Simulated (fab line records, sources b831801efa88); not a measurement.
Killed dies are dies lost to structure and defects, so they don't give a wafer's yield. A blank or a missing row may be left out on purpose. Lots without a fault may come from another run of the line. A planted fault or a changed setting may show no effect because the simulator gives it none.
One fault seen from 2 desks | flow sky130 | each desk has only its own numbers; what lay behind them comes last

THE METROLOGY DESK
What the gauges read, lot by lot, whatever tool the lot ran on: means of the sampled wafers that have a number. A lot is out of limits, marked OUT, if its mean lies more than 4 standard deviations from the usual mean; the brackets give that distance.
Columns: A = LDD_N_OVL at SKY_LDD_N_OVL_MEAS_07, usual 0.4 nm; B = LDD_P_TW at SKY_LDD_P_TW_MEAS_11, usual 639; C = LDD_HVN_TW at SKY_LDD_HVN_TW_MEAS_10, usual 1436; D = cd_nm at SKY_LOCAL_INTERCONNECT_CD_MEAS_11, usual 170.2 nm; E = CONTACT_OVL at SKY_CONTACT_OVL_MEAS_15, usual -1 nm
lot  | first seen here | A    | B                      | C                      | D     | E
L945 | day 17 18:31    | 2.4  | 650                    | 1446                   | 169.4 | -3
L947 | day 18 12:44    | 1.6  | 636                    | 1426                   | 169.7 | 1
L951 | day 19 19:20    | 1.8  | 648                    | 1418                   | 170.7 | 8
L950 | day 19 19:38    | -0.2 | 631                    | 1434                   | 170.5 | 3
L952 | day 22 04:21    | -    | 2586 (+99 or more) OUT | 2727 (+99 or more) OUT | 172.6 | -8
L958 | day 22 15:53    | 1.2  | 635                    | 1422                   | 171.8 | -13
L954 | day 22 16:04    | -    | 2634 (+99 or more) OUT | 2674 (+99 or more) OUT | 167.6 | -4
L959 | day 23 01:45    | 1.1  | 636                    | 1425                   | 170.7 | 2
L962 | day 24 12:46    | 1.2  | 644                    | 1451                   | 172.3 | -3
L961 | day 24 14:29    | -3.6 | 648                    | 1431                   | 170.1 | -2
L963 | day 24 17:24    | -0.4 | 644                    | 1450                   | 171.9 | -3
L964 | day 24 19:06    | 1.0  | 638                    | 1451                   | 171.4 | -5
L965 | day 25 02:44    | 0.7  | 638                    | 1435                   | 170.4 | -4
L968 | day 26 02:28    | 0.2  | 636                    | 1432                   | 170.0 | -0
This desk's finding: out of limits on L952, L954; first on L952, day 22 04:21 (LDD_P_TW at SKY_LDD_P_TW_MEAS_11). In limits: L945, L947, L951, L950, L958, L959, L962, L961, L963, L964, L965, L968.

THE TOOL OWNER'S DESK: litho_track-03
The tool's own readings at SKY_LDD_N_COAT_02 (resist thk 300 nm): means of the sampled wafers that have a number, for each lot that ran on this tool. A lot is out of limits, marked OUT, if its mean lies more than 4 standard deviations from the usual mean; the brackets give that distance.
Columns: A = chill_plate_temp_C at SKY_LDD_N_COAT_02, usual 22.99 C; B = dispense_pressure_kPa at SKY_LDD_N_COAT_02, usual 48 kPa
lot  | first seen here | A     | B
L945 | day 17 05:52    | 23.05 | 51
L951 | day 19 01:52    | 22.82 | 51
L950 | day 19 02:28    | 22.92 | 51
L958 | day 22 00:38    | 22.95 | 51
L961 | day 24 00:05    | 23.01 | 51
L963 | day 24 02:52    | 23.04 | 51
L968 | day 25 11:22    | 22.94 | 51
This desk's finding: nothing out of limits on any of the 7 lots.

PUT TOGETHER
The metrology desk could have raised an alarm at day 22 04:21, on L952, L954.
The tool owner's desk saw nothing out of limits.
The tool owner's desk has no number on record for L952, L954.
Of the lots named, all ran SKY_LDD_N_COAT_02 on litho_track-03.

WHAT THE SIMULATOR HAD PUT IN
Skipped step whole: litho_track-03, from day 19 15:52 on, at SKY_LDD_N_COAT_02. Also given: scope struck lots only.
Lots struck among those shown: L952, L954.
Hours from the fault's start to each desk's first reading out of limits: the metrology desk, 60.
